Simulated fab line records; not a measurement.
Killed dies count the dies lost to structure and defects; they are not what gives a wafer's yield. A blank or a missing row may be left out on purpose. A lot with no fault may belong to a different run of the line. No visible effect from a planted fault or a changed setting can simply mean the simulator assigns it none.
Comparing a struck lot with a sound one :: flow gf180mcu :: 14 steps out of a route of 602
Sound: wafers L270.2, L270.3, L270.4. Struck: wafers L274.2, L274.4, L274.5. The cause is given at the end.
At each step with rows: each side's tool, then ch and its chambers, then its first start. Under that, the readings that differ: sound wafers :: struck wafers :: difference of the means :: sigmas: that difference in standard deviations of wafers without a fault.
alike: readings with means less than 2 such deviations apart, plus words and numbers identical on both sides. not compared: withheld readings, readings lacking a value on some wafer, bounds such as >300 that could conceal the same value, and numbers that have no deviation in the record and whose values overlap.
Wherever a step has rows on one side only, a row that says differs or no value, or a row with sigmas, the two part there. When numbers do not overlap yet have no deviation, they are printed without sigmas and do not part them. Lack of a reading on every wafer of one side parts them only where that side has two or more wafers.

GF_V3_ETCH_16: etches BARC in N2/H2.
  sound on rie-diel-03 ch 0,3, day 24 15:12; struck on rie-diel-03 ch 0,1,2, day 25 22:26
  alike: drypump-motor-current-A, oes-product-au, throttle-valve-pct
GF_V3_ETCH_17: etches SiO2 in C4F8/O2/Ar, stops on TiN, target depth 635 nm.
  sound on rie-diel-03 ch 0,3; struck on rie-diel-03 ch 0,1,2
  alike: oes-product-au
then, 3 steps without rows for these wafers: GF_V3_STRIP_18 (strips in O2/N2); GF_V3_STRIP_19 (strips in post etch residue remover, time 1200 s); GF_V3_CLEAN_20 (cleans in DIW).
GF_V3_SPUTTER_21: material Ti, target thk 15 nm, time 80.02 s.
  sound on pvd-sputter-02 at day 24 15:52; struck on pvd-sputter-02 at day 25 23:07
  alike: cathode-dc-power-W, chamber-pressure-pa, substrate-temp-c, throttle-valve-pct
then, 1 step without rows for these wafers: GF_V3_SPUTTER_22 (material TiN, target thk 10 nm, time 40 s).
GF_V3_CVD_23: deposits W, target thk 350 nm, time 104.9 s.
  sound on cvd-w-02 ch 0,1, day 24 15:58; struck on cvd-w-01 ch 0,1, day 25 23:13
  alike: heater-power-w
GF_V3_RS_MEAS_24: measurement is done with a four-point probe.
  sound on film-metro-01 at day 24 16:05; struck on film-metro-03 at day 25 23:20
  alike: V3_W_RS
GF_V3_THK_MEAS_25: measures by xrf.
  sound on film-metro-01 at day 24 16:12; struck on film-metro-03 at day 25 23:27
  alike: V3_W_THK
GF_V3_CMP_26: polishes, stops on SiO2, t overpolish 15 s, target thk 0 nm.
  sound on cmp-02 ch 0,2,3, day 24 16:15; struck on cmp-02 ch 1,2,3, day 25 23:33
  alike: edge-zone-pressure-frac, motor-current-A, overpolish-run-s, slurry-filter-dp-kPa, slurry-flow-ml-min, time-to-endpoint-s
then, 1 step without rows for these wafers: GF_M4_SPUTTER_00 (material Ti, target thk 37.5 nm, time 150 s).
GF_M4_SPUTTER_01: material TiN, target thk 30 nm, time 25 s.
  sound on pvd-sputter-01 at day 24 16:39; struck on pvd-sputter-01 at day 25 23:54
reading: cathode-dc-power-W (W)
sound: 6498.6 6499.9 6500.4
struck: 6794.9 6794.9 6793.9
difference: +294.9
sigmas: +99 or more

reading: model.TiN_of_M4_SPUTTER_01.thk-nm (nm)
sound: 30.21 29.64 30.32
struck: 31.45 31.92 31.69
difference: +1.63
sigmas: 
  alike: chamber-pressure-pa, throttle-valve-pct
then, 1 step without rows for these wafers: GF_M4_SPUTTER_02 (material AlCu, target thk 450 nm, time 23.9 s).

WHERE THEY PART
Within this record, at GF_M4_SPUTTER_01 only.

WHY: what the simulator had put in
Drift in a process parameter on pvd-sputter-01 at GF_M4_SPUTTER_01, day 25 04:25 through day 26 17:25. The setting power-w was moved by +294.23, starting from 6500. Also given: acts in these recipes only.
